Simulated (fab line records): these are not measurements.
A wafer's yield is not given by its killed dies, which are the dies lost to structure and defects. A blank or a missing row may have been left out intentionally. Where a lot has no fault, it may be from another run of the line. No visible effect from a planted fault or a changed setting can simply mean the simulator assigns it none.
fab line records -- flow sky130 -- part 1 of 2: steps 1 to 28 of 38
record lots=5, wafers=15, lastDay=50
route steps=708 shown METAL4@631 VIA4@639 METAL5@661
lots that met no fault: taken from a fault-free run of the same line
startH: hours from the record's first day to the start of the lot's first wafer shown -- waitH: hours since the lot's step before -- " identical to the entry in the row above -- L1.1+2: several wafers, shown together as one row -- - value missing, or start not given -- * or withheld: withheld -- < > ~ a bound
route shown NAME@n: a module of which the file shows steps, and the number in the route of the first -- usual: mean/standard deviation taken from wafers without a fault -- same: alike in all rows -- chamber/n: place in a boat -- sites: each site's reading -- _std_site: how widely they spread, as a standard deviation -- _edge_site: the outer-site mean with the inner-site mean subtracted -- radiusMm: how far each site lies from the wafer's centre -- mask NAME#n: copy n -- behind: the most recent tool/chamber to have shaped the wafer -- hold: why the lot went on hold/how many hours it stayed there/how the hold came to an end -- device: the transistor (n, p or np) that didn't switch -- end of line: the route-end tests of the same wafers -- a step given without rows: its recipe and nothing more -- killed: not the wafer's yield, but the dies lost to structure and defects at the first sort -- map: shows each die of a wafer: x if killed, . if not, _ if none is there
set.NAME: the setting that was run; set.NAME@STEP: the one run at that earlier step -- model.NAME: the simulator's own value behind a step, which no gauge read
certain route steps with their lots: each step a table, each wafer a row
services: a tool's chamber out of use, with start hour (startH, from the record's first day; less than 0 if before it), hours out, and reason
## steps
# step SKY_METAL4_DESCUM_15
# recipe chemistry=O2, sourcePowerW=150, biasPowerW=0, pressureMtorr=10, tempC=40, timeS=8
# usual drypumpMotorCurrentA=6.0/0.41, oesProductAu=0.999/0.0083
# same timeS=8
lot.wafer,tool,chamber,startH,waitH,drypumpMotorCurrentA,oesProductAu,rfHoursCounterH
L078.2,rieMetal-04,0,1006.47,0.0,5.9,0.997,6
L078.3,rieMetal-04,1,1006.47,0.0,6.6,1.010,-
L078.4,rieMetal-04,0,1006.47,0.0,5.8,1.001,-
L082.2,rieMetal-01,1,1032.87,0.0,6.2,1.003,8
L082.3,rieMetal-01,0,1032.87,0.0,6.4,0.988,-
L082.5,rieMetal-01,1,1032.87,0.0,6.2,0.996,-
L085.1,rieMetal-01,1,1056.05,0.0,6.2,1.006,10
L085.3,rieMetal-01,1,1056.05,0.0,6.2,1.005,-
L085.4,rieMetal-01,0,1056.05,0.0,6.4,0.992,-
L094.2,rieMetal-01,0,1101.67,0.0,6.4,0.986,15
L094.3,rieMetal-01,1,1101.67,0.0,6.2,0.990,-
L094.5,rieMetal-01,1,1101.67,0.0,6.2,1.004,-
L096.1,rieMetal-04,1,1120.42,0.0,6.6,1.014,5
L096.3,rieMetal-04,1,1120.42,0.0,6.6,1.004,-
L096.6,rieMetal-04,1,1120.42,0.0,6.6,1.011,-
# step SKY_METAL4_ETCH_16
# recipe chemistry=N2/H2, target=BARC, ionEnergyEv=200, biasW=100, pressureMtorr=30, n2FlowSccm=100, h2FlowSccm=200, icpW=500, stopOn=SiO2, timeS=88.2, targetDepthA=600
# usual drypumpMotorCurrentA=6.0/0.41, oesProductAu=0.625/0.0041, throttleValvePct=13.204/0.0092
# same timeS=88.2
lot.wafer,tool,chamber,startH,waitH,drypumpMotorCurrentA,oesProductAu,rfHoursCounterH,throttleValvePct
L078.2,rieMetal-04,0,1006.50,0.0,5.9,0.615,6,13.216
L078.3,rieMetal-04,1,1006.50,0.0,6.5,0.622,-,13.196
L078.4,rieMetal-04,0,1006.50,0.0,5.9,0.622,-,13.194
L082.2,rieMetal-01,1,1032.90,0.0,6.2,0.630,8,13.197
L082.3,rieMetal-01,0,1032.90,0.0,6.4,0.626,-,13.205
L082.5,rieMetal-01,1,1032.90,0.0,6.2,0.632,-,13.204
L085.1,rieMetal-01,1,1056.08,0.0,6.2,0.625,10,13.198
L085.3,rieMetal-01,1,1056.08,0.0,6.2,0.626,-,13.205
L085.4,rieMetal-01,0,1056.08,0.0,6.4,0.632,-,13.209
L094.2,rieMetal-01,0,1101.71,0.0,6.4,0.625,15,13.200
L094.3,rieMetal-01,1,1101.71,0.0,6.2,0.614,-,13.200
L094.5,rieMetal-01,1,1101.71,0.0,6.2,0.630,-,13.191
L096.1,rieMetal-04,1,1120.45,0.0,6.6,0.627,5,13.197
L096.3,rieMetal-04,1,1120.45,0.0,6.6,0.628,-,13.210
L096.6,rieMetal-04,1,1120.45,0.0,6.6,0.622,-,13.205
# step SKY_METAL4_ETCH_17
# recipe target=SiO2, stopOn=TiN, chemistry=C4F8/O2/Ar, sourceW=1500, biasW=1200, pressureMtorr=40, c4f8FlowSccm=withheld, O2_flow_sccm=6, Ar_flow_sccm=300, timeS=3.9, targetDepthA=150
# usual oesProductAu=0.755/0.0072
# same timeS=3.9
lot.wafer,tool,chamber,startH,waitH,oesProductAu,rfHoursCounterH
L078.2,rieDiel-04,2,1006.60,0.1,0.752,13
L078.3,rieDiel-04,3,1006.60,0.1,0.754,25
L078.4,rieDiel-04,0,1006.60,0.1,0.758,9
L082.2,rieDiel-03,0,1033.00,0.1,0.740,11
L082.3,rieDiel-03,3,1033.00,0.1,0.754,26
L082.5,rieDiel-03,3,1033.00,0.1,0.768,-
L085.1,rieDiel-02,2,1056.18,0.1,0.742,3
L085.3,rieDiel-02,3,1056.18,0.1,0.771,18
L085.4,rieDiel-02,1,1056.18,0.1,0.769,13
L094.2,rieDiel-03,0,1101.80,0.1,0.749,13
L094.3,rieDiel-03,1,1101.80,0.1,0.749,11
L094.5,rieDiel-03,3,1101.80,0.1,0.762,-
L096.1,rieDiel-03,1,1120.55,0.1,0.763,12
L096.3,rieDiel-03,2,1120.55,0.1,0.752,20
L096.6,rieDiel-03,3,1120.55,0.1,0.754,-
# step SKY_METAL4_METAL_ETCH_18
# recipe targetDepthA=8450, stopOn=SiO2, overEtchFrac=0.3, timeS=183.1, chemistry=Cl2/BCl3, resistSidewallDeg=88, pressureMtorr=10, icpW=900, biasW=48.5, Cl2_flow_sccm=60, bcl3FlowSccm=30
# usual drypumpMotorCurrentA=5.9/0.42, oesProductAu=0.866/0.0057, throttleValvePct=22.264/0.0092
# same timeS=183.1
lot.wafer,tool,chamber,startH,waitH,drypumpMotorCurrentA,oesProductAu,rfHoursCounterH,throttleValvePct
L078.2,rieMetal-03,1,1006.62,0.0,5.4,0.861,8,22.261
L078.3,rieMetal-03,1,1006.62,0.0,5.4,0.873,-,22.261
L078.4,rieMetal-03,0,1006.62,0.0,5.6,0.879,-,22.263
L082.2,rieMetal-03,1,1033.02,0.0,5.4,0.865,9,22.255
L082.3,rieMetal-03,0,1033.02,0.0,5.6,0.862,-,22.268
L082.5,rieMetal-03,0,1033.02,0.0,5.6,0.867,-,22.263
L085.1,rieMetal-03,0,1056.20,0.0,5.6,0.872,14,22.258
L085.3,rieMetal-03,0,1056.20,0.0,5.6,0.863,-,22.281
L085.4,rieMetal-03,1,1056.20,0.0,5.4,0.872,-,22.262
L094.2,rieMetal-04,1,1101.82,0.0,6.6,0.869,3,22.274
L094.3,rieMetal-04,1,1101.82,0.0,6.6,0.871,-,22.270
L094.5,rieMetal-04,0,1101.82,0.0,5.9,0.876,-,22.269
L096.1,rieMetal-03,0,1120.56,0.0,5.6,0.879,19,22.272
L096.3,rieMetal-03,0,1120.56,0.0,5.6,0.860,-,22.278
L096.6,rieMetal-03,1,1120.56,0.0,5.4,0.872,-,22.275
# step SKY_METAL4_STRIP_19
# recipe chemistry=O2/N2, powerW=1400, pressureMtorr=1500, platenTempC=withheld, o2FlowSccm=3000, n2FlowSccm=300, overashFraction=0.5
# usual drypumpMotorCurrentA=5.7/0.4, oesProductAu=0.502/0.0054, stripTimeToEndpointS=6.55/0.075
lot.wafer,tool,chamber,startH,waitH,drypumpMotorCurrentA,oesProductAu,rfHoursCounterH,stripTimeToEndpointS
L078.2,plasmaAsher-01,0,1006.80,0.1,6.1,0.496,121,6.56
L078.3,plasmaAsher-01,1,1006.80,0.1,5.2,0.503,-,6.60
L078.4,plasmaAsher-01,0,1006.80,0.1,6.2,0.502,-,6.55
L082.2,plasmaAsher-01,0,1033.20,0.1,6.1,0.508,123,6.48
L082.3,plasmaAsher-01,1,1033.20,0.1,5.2,0.506,-,6.50
L082.5,plasmaAsher-01,1,1033.20,0.1,5.2,0.505,-,6.50
L085.1,plasmaAsher-04,0,1056.38,0.1,5.9,0.496,61,6.47
L085.3,plasmaAsher-04,1,1056.38,0.1,5.7,0.501,-,6.50
L085.4,plasmaAsher-04,0,1056.38,0.1,6.0,0.501,-,6.50
L094.2,plasmaAsher-04,1,1102.00,0.1,5.7,0.509,66,6.57
L094.3,plasmaAsher-04,0,1102.00,0.1,5.9,0.496,-,6.49
L094.5,plasmaAsher-04,1,1102.00,0.1,5.7,0.507,-,6.57
L096.1,plasmaAsher-04,0,1120.74,0.1,5.9,0.503,68,6.53
L096.3,plasmaAsher-04,1,1120.74,0.1,5.7,0.499,-,6.53
L096.6,plasmaAsher-04,0,1120.74,0.1,5.9,0.500,-,6.50
# step SKY_METAL4_STRIP_20
# recipe chemistry=postEtchResidueRemover, timeS=1200, tempC=72.5
# same timeS=1200
lot.wafer,tool,chamber,startH,waitH
L078.2+3+4,wetBench-03,2,1006.90,0.1
L082.2+3+5,wetBench-04,1,1033.30,0.1
L085.1+3+4,wetBench-02,2,1056.48,0.1
L094.2+3+5,wetBench-03,1,1102.10,0.1
L096.1+3+6,wetBench-02,1,1120.84,0.1
# step SKY_METAL4_CLEAN_21
# recipe chemistry=IPA, timeS=180, tempC=25
# same timeS=180
lot.wafer,tool,chamber,startH,waitH
L078.2+3+4,wetBench-04,1,1007.27,0.0
L082.2+3+5,wetBench-04,1,1033.74,0.1
L085.1+3+4,wetBench-03,3,1056.82,0.0
L094.2+3+5,wetBench-04,3,1102.44,0.0
L096.1+3+6,wetBench-03,3,1121.18,0.0
# step SKY_METAL4_CLEAN_22
# recipe chemistry=O3/DIW, dry=n2Spin
lot.wafer,tool,chamber,startH,waitH
L078.2+3+4,wetBench-03,2,1007.33,0.0
L082.2+3+5,wetBench-02,0,1033.82,0.0
L085.1+3+4,wetBench-02,3,1056.88,0.0
L094.2+3+5,wetBench-02,2,1102.51,0.0
L096.1+3+6,wetBench-02,2,1121.30,0.0
# step SKY_VIA4_HDPCVD_00
# recipe material=SiO2, targetThkNm=1750, sigmaOpenFrac=0.3, timeS=291.7, tempC=400, sih4FlowSccm=60, pressureMtorr=6
# same timeS=291.7
lot.wafer,tool,chamber,startH,waitH
L078.2+3+4,hdpcvd-01,"0,1,1",1007.43,0.0
L082.2+3+5,hdpcvd-01,"0,1,0",1033.94,0.0
L085.1+3+4,hdpcvd-02,"2,1,2",1056.97,0.0
L094.2+3+5,hdpcvd-01,"0,2,2",1102.63,0.0
L096.1+3+6,hdpcvd-02,"0,1,2",1121.39,0.0
# step SKY_VIA4_THK_MEAS_01
# recipe reads=SiO2_of_VIA4_HDPCVD_00
# usual VIA4_HDPCVD_THK=1745/15
lot.wafer,tool,chamber,startH,waitH,VIA4_HDPCVD_THK[nm]
L078.2,filmMetro-04,-,1007.62,0.1,1770
L078.3,filmMetro-04,-,1007.62,0.1,1746
L078.4,filmMetro-04,-,1007.62,0.1,1771
L082.2,filmMetro-04,-,1034.13,0.1,1736
L082.3,filmMetro-04,-,1034.13,0.1,1753
L082.5,filmMetro-04,-,1034.13,0.1,1745
L085.1,filmMetro-01,-,1057.15,0.1,1756
L085.3,filmMetro-01,-,1057.15,0.1,1760
L085.4,filmMetro-01,-,1057.15,0.1,1763
L094.2,filmMetro-04,-,1102.82,0.1,1741
L094.3,filmMetro-04,-,1102.82,0.1,1745
L094.5,filmMetro-04,-,1102.82,0.1,1729
L096.1,filmMetro-04,-,1121.57,0.1,1737
L096.3,filmMetro-04,-,1121.57,0.1,1763
L096.6,filmMetro-04,-,1121.57,0.1,1745
# step SKY_VIA4_CMP_02
# recipe material=SiO2, downForcePsi=4, platenRpm=60, padVelocityMS=0.94248
# usual motorCurrentA=12.0/0.92, slurryFilterDpKPa=13.51/0.14
lot.wafer,tool,chamber,startH,waitH,motorCurrentA,slurryFilterDpKPa
L078.2,cmp-02,3,1007.72,0.1,11.5,13.38
L078.4,cmp-02,0,1007.72,0.1,11.3,13.67
L078.3,cmp-02,1,1007.72,0.1,12.5,13.77
L082.3,cmp-02,1,1034.28,0.1,12.6,13.51
L082.2,cmp-02,2,1034.28,0.1,12.1,13.31
L082.5,cmp-02,3,1034.28,0.1,11.3,13.65
L085.1,cmp-02,2,1057.21,0.1,12.5,13.60
L085.4,cmp-02,0,1057.21,0.1,11.4,13.40
L085.3,cmp-02,1,1057.21,0.1,12.2,13.71
L094.2,cmp-01,2,1102.92,0.1,12.0,13.47
L094.3,cmp-01,3,1102.92,0.1,13.8,13.55
L094.5,cmp-01,1,1102.92,0.1,10.4,13.65
L096.3,cmp-02,3,1121.68,0.1,11.7,13.48
L096.1,cmp-02,0,1121.68,0.1,11.4,13.42
L096.6,cmp-02,3,1121.68,0.1,11.5,13.33
# step SKY_VIA4_BOW_MEAS_03
# recipe mode=bow
# usual VIA4_BOW=79/8.2
lot.wafer,tool,chamber,startH,waitH,VIA4_BOW[um]
L078.2,filmMetro-01,-,1007.99,0.2,78
L078.3,filmMetro-01,-,1007.99,0.2,85
L078.4,filmMetro-01,-,1007.99,0.2,75
L082.2,filmMetro-04,-,1034.50,0.1,89
L082.3,filmMetro-04,-,1034.50,0.1,74
L082.5,filmMetro-04,-,1034.50,0.1,90
L085.1,filmMetro-01,-,1057.51,0.2,84
L085.3,filmMetro-01,-,1057.51,0.2,87
L085.4,filmMetro-01,-,1057.51,0.2,86
L094.2,filmMetro-04,-,1103.19,0.2,84
L094.3,filmMetro-04,-,1103.19,0.2,91
L094.5,filmMetro-04,-,1103.19,0.2,80
L096.1,filmMetro-04,-,1121.93,0.1,70
L096.3,filmMetro-04,-,1121.93,0.1,71
L096.6,filmMetro-04,-,1121.93,0.1,77
# step SKY_VIA4_DEHYDRATE_04
# recipe tempC=200, timeS=60
# same timeS=60
lot.wafer,tool,chamber,startH,waitH
L078.2+3+4,lithoTrack-01,0,1019.18,11.2
L082.2+3+5,lithoTrack-03,0,1045.08,10.6
L085.1+3+4,lithoTrack-03,0,1067.51,10.0
L094.2+3+5,lithoTrack-02,0,1112.61,9.4
L096.1+3+6,lithoTrack-02,0,1131.78,9.8
# step SKY_VIA4_HMDS_05
# recipe primeTimeS=60, primeTempC=120
lot.wafer,tool,chamber,startH,waitH
L078.2+3+4,lithoTrack-01,0,1019.33,0.1
L082.2+3+5,lithoTrack-03,0,1045.23,0.1
L085.1+3+4,lithoTrack-03,0,1067.66,0.1
L094.2+3+5,lithoTrack-02,0,1112.76,0.1
L096.1+3+6,lithoTrack-02,0,1131.93,0.1
# step SKY_VIA4_COAT_06
# recipe resist=NOVOLAK, spinRpm=3000, resistThkNm=1140
lot.wafer,tool,chamber,startH,waitH
L078.2+3+4,lithoTrack-01,0,1019.48,0.1
L082.2+3+5,lithoTrack-03,0,1045.38,0.1
L085.1+3+4,lithoTrack-03,0,1067.81,0.1
L094.2+3+5,lithoTrack-02,0,1112.91,0.1
L096.1+3+6,lithoTrack-02,0,1132.08,0.1
# step SKY_VIA4_SOFTBAKE_07
# recipe tempC=90, timeS=60, resist=NOVOLAK
# same timeS=60
lot.wafer,tool,chamber,startH,waitH
L078.2+3+4,lithoTrack-01,0,1019.63,0.1
L082.2+3+5,lithoTrack-03,0,1045.53,0.1
L085.1+3+4,lithoTrack-03,0,1067.96,0.1
L094.2+3+5,lithoTrack-02,0,1113.06,0.1
L096.1+3+6,lithoTrack-02,0,1132.23,0.1
# step SKY_VIA4_EXPOSE_08
# recipe maskId=VIM4, na=0.6, sourceShape=conventional, sigmaOuter=0.6, polarization=unpolarized, targetCdNm=800, doseMj=132
lot.wafer,tool,chamber,startH,waitH,mask
L078.2+3+4,ilineStepper-02,0,-,-,VIM4#0
L082.2+3+5,ilineStepper-02,0,-,-,VIM4#0
L085.1+3+4,ilineStepper-01,0,-,-,VIM4#0
L094.2+3+5,ilineStepper-01,0,-,-,VIM4#0
L096.1+3+6,ilineStepper-02,0,-,-,VIM4#0
# step SKY_VIA4_PEB_09
# recipe tempC=withheld, timeS=*, resist=NOVOLAK
# same timeS=*
lot.wafer,tool,chamber,startH,waitH
L078.2+3+4,lithoTrack-01,0,-,-
L082.2+3+5,lithoTrack-02,0,-,-
L085.1+3+4,lithoTrack-02,0,-,-
L094.2+3+5,lithoTrack-02,0,-,-
L096.1+3+6,lithoTrack-03,0,-,-
# step SKY_VIA4_DEVELOP_10
# recipe resist=NOVOLAK, developer=TMAH, developTimeS=60, devTempC=23
lot.wafer,tool,chamber,startH,waitH
L078.2+3+4,lithoTrack-01,0,1030.53,0.1
L082.2+3+5,lithoTrack-02,0,1056.11,0.1
L085.1+3+4,lithoTrack-02,0,1078.18,0.1
L094.2+3+5,lithoTrack-02,0,1122.01,0.1
L096.1+3+6,lithoTrack-03,0,1141.16,0.1
# step SKY_VIA4_OVL_MEAS_11
# usual VIA4_OVL=-0.6/1.5
lot.wafer,tool,chamber,startH,waitH,VIA4_OVL[nm]
L078.2,overlay-02,-,1030.66,0.1,-0.7
L078.3,overlay-02,-,1030.66,0.1,-1.9
L078.4,overlay-02,-,1030.66,0.1,-0.4
L082.2,overlay-02,-,1056.24,0.1,0.0
L082.3,overlay-02,-,1056.24,0.1,-1.1
L082.5,overlay-02,-,1056.24,0.1,-0.8
L085.1,overlay-02,-,1078.33,0.1,-0.3
L085.3,overlay-02,-,1078.33,0.1,-3.4
L085.4,overlay-02,-,1078.33,0.1,-1.9
L094.2,overlay-01,-,1122.14,0.1,-2.3
L094.3,overlay-01,-,1122.14,0.1,-1.6
L094.5,overlay-01,-,1122.14,0.1,-1.6
L096.1,overlay-02,-,1141.31,0.1,-0.6
L096.3,overlay-02,-,1141.31,0.1,-0.4
L096.6,overlay-02,-,1141.31,0.1,-0.5
# step SKY_VIA4_ETCH_12
# recipe target=SiO2, chemistry=C4F8/O2/Ar, stopOn=TiN, maskMaterial=NOVOLAK, sourceW=1500, biasW=1200, pressureMtorr=40, c4f8FlowSccm=withheld, O2_flow_sccm=6, Ar_flow_sccm=300, timeS=withheld, targetDepthA=5800
# usual oesProductAu=0.926/0.0047
lot.wafer,tool,chamber,startH,waitH,oesProductAu
L078.2,rieDiel-02,0,1030.69,0.0,0.922
L078.3,rieDiel-02,3,1030.69,0.0,0.922
L078.4,rieDiel-02,2,1030.69,0.0,0.920
L082.2,rieDiel-01,3,1056.27,0.0,0.929
L082.3,rieDiel-01,1,1056.27,0.0,0.930
L082.5,rieDiel-01,2,1056.27,0.0,0.914
L085.1,rieDiel-02,3,1078.37,0.0,0.928
L085.3,rieDiel-02,1,1078.37,0.0,0.931
L085.4,rieDiel-02,0,1078.37,0.0,0.921
L094.2,rieDiel-02,2,1122.17,0.0,0.930
L094.3,rieDiel-02,3,1122.17,0.0,0.923
L094.5,rieDiel-02,1,1122.17,0.0,0.925
L096.1,rieDiel-01,3,1141.35,0.0,0.935
L096.3,rieDiel-01,2,1141.35,0.0,0.929
L096.6,rieDiel-01,1,1141.35,0.0,0.925
# step SKY_VIA4_STRIP_13
# recipe chemistry=O2/N2, powerW=1400, pressureMtorr=1500, platenTempC=withheld, o2FlowSccm=3000, n2FlowSccm=300, overashFraction=0.5
# usual drypumpMotorCurrentA=5.7/0.55, oesProductAu=0.709/0.0047, stripTimeToEndpointS=12.811/0.027
lot.wafer,tool,chamber,startH,waitH,drypumpMotorCurrentA,oesProductAu,rfHoursCounterH,stripTimeToEndpointS
L078.2,plasmaAsher-01,1,1030.77,-,5.2,0.705,123,12.790
L078.3,plasmaAsher-01,0,1030.77,-,6.1,0.696,-,12.813
L078.4,plasmaAsher-01,1,1030.77,-,5.2,0.708,-,12.780
L082.2,plasmaAsher-03,1,1056.34,-,6.3,0.710,97,12.771
L082.3,plasmaAsher-03,0,1056.34,-,5.2,0.715,-,12.796
L082.5,plasmaAsher-03,1,1056.34,-,6.3,0.709,-,12.823
L085.1,plasmaAsher-01,1,1078.44,-,5.2,0.700,1,12.779
L085.3,plasmaAsher-01,1,1078.44,-,5.3,0.717,-,12.827
L085.4,plasmaAsher-01,0,1078.44,-,6.1,0.714,-,12.795
L094.2,plasmaAsher-03,0,1122.24,-,5.2,0.707,104,12.796
L094.3,plasmaAsher-03,1,1122.24,-,6.3,0.709,-,12.779
L094.5,plasmaAsher-03,1,1122.24,-,6.3,0.711,-,12.805
L096.1,plasmaAsher-03,1,1141.43,-,6.3,0.699,105,12.834
L096.3,plasmaAsher-03,0,1141.43,-,5.2,0.711,-,12.882
L096.6,plasmaAsher-03,0,1141.43,-,5.2,0.715,-,12.860
# step SKY_VIA4_STRIP_14
# recipe chemistry=postEtchResidueRemover, timeS=1200, tempC=72.5
# same timeS=1200
lot.wafer,tool,chamber,startH,waitH
L078.2+3+4,wetBench-04,1,1030.87,0.1
L082.2+3+5,wetBench-03,3,1056.44,0.1
L085.1+3+4,wetBench-03,3,1078.54,0.1
L094.2+3+5,wetBench-04,0,1122.34,0.1
L096.1+3+6,wetBench-04,3,1141.53,0.1
# step SKY_VIA4_CLEAN_15
# recipe chemistry=IPA, timeS=180, tempC=25
# same timeS=180
lot.wafer,tool,chamber,startH,waitH
L078.2+3+4,wetBench-03,2,1031.24,0.0
L082.2+3+5,wetBench-04,0,1056.78,0.0
L085.1+3+4,wetBench-04,0,1078.88,0.0
L094.2+3+5,wetBench-03,3,1122.68,0.0
L096.1+3+6,wetBench-04,0,1141.87,0.0
# step SKY_VIA4_CLEAN_16
# recipe chemistry=O3/DIW, dry=n2Spin
lot.wafer,tool,chamber,startH,waitH
L078.2+3+4,wetBench-01,0,1031.30,0.0
L082.2+3+5,wetBench-04,0,1056.84,0.0
L085.1+3+4,wetBench-01,2,1078.94,0.0
L094.2+3+5,wetBench-01,1,1122.80,0.0
L096.1+3+6,wetBench-03,1,1141.93,0.0
# step SKY_VIA4_SPUTTER_17
# recipe material=TiN, targetThkNm=20, chamberPressurePa=5, powerW=4000, timeS=80
# usual throttleValvePct=29.8/0.94
# same timeS=80
lot.wafer,tool,chamber,startH,waitH,throttleValvePct
L078.2,pvdSputter-02,-,1031.41,0.0,30.5
L078.3,pvdSputter-02,-,1031.41,0.0,29.0
L078.4,pvdSputter-02,-,1031.41,0.0,30.4
L082.2,pvdSputter-01,-,1056.93,0.0,29.5
L082.3,pvdSputter-01,-,1056.93,0.0,29.9
L082.5,pvdSputter-01,-,1056.93,0.0,31.1
L085.1,pvdSputter-02,-,1079.14,0.0,30.8
L085.3,pvdSputter-02,-,1079.14,0.0,30.4
L085.4,pvdSputter-02,-,1079.14,0.0,27.8
L094.2,pvdSputter-02,-,1122.89,0.0,30.4
L094.3,pvdSputter-02,-,1122.89,0.0,29.2
L094.5,pvdSputter-02,-,1122.89,0.0,29.3
L096.1,pvdSputter-01,-,1142.03,0.0,31.1
L096.3,pvdSputter-01,-,1142.03,0.0,30.0
L096.6,pvdSputter-01,-,1142.03,0.0,29.6
# step SKY_VIA4_CVD_18
# recipe material=W, targetThkNm=505, timeS=152.14, tempC=400, pressureTorr=40
# usual heaterPowerW=822/47
# same timeS=152.14
lot.wafer,tool,chamber,startH,waitH,heaterPowerW
L078.2,cvdW-01,1,1031.47,0.0,822
L078.3,cvdW-01,0,1031.47,0.0,786
L078.4,cvdW-01,1,1031.47,0.0,838
L082.2,cvdW-01,1,1056.99,0.0,835
L082.3,cvdW-01,1,1056.99,0.0,875
L082.5,cvdW-01,0,1056.99,0.0,784
L085.1,cvdW-02,1,1079.20,0.0,789
L085.3,cvdW-02,1,1079.20,0.0,757
L085.4,cvdW-02,0,1079.20,0.0,924
L094.2,cvdW-02,1,1122.95,0.0,764
L094.3,cvdW-02,0,1122.95,0.0,883
L094.5,cvdW-02,0,1122.95,0.0,900
L096.1,cvdW-02,1,1142.11,0.1,785
L096.3,cvdW-02,1,1142.11,0.1,771
L096.6,cvdW-02,0,1142.11,0.1,911
# step SKY_VIA4_RS_MEAS_19
# recipe thkMeasGauge=four-point-probe, reads=W_of_VIA4_CVD_18+TiN_of_VIA4_SPUTTER_17
# usual VIA4_W_RS=0.2275/0.0023
lot.wafer,tool,chamber,startH,waitH,VIA4_W_RS[ohm/sq]
L078.2,filmMetro-04,-,1031.64,0.1,0.2279
L078.3,filmMetro-04,-,1031.64,0.1,0.2287
L078.4,filmMetro-04,-,1031.64,0.1,0.2265
L082.2,filmMetro-02,-,1057.16,0.1,0.2269
L082.3,filmMetro-02,-,1057.16,0.1,0.2259
L082.5,filmMetro-02,-,1057.16,0.1,0.2256
L085.1,filmMetro-04,-,1079.35,0.1,0.2300
L085.3,filmMetro-04,-,1079.35,0.1,0.2285
L085.4,filmMetro-04,-,1079.35,0.1,0.2265
L094.2,filmMetro-04,-,1123.12,0.1,0.2266
L094.3,filmMetro-04,-,1123.12,0.1,0.2287
L094.5,filmMetro-04,-,1123.12,0.1,0.2266
L096.1,filmMetro-01,-,1142.26,0.1,0.2259
L096.3,filmMetro-01,-,1142.26,0.1,0.2243
L096.6,filmMetro-01,-,1142.26,0.1,0.2267
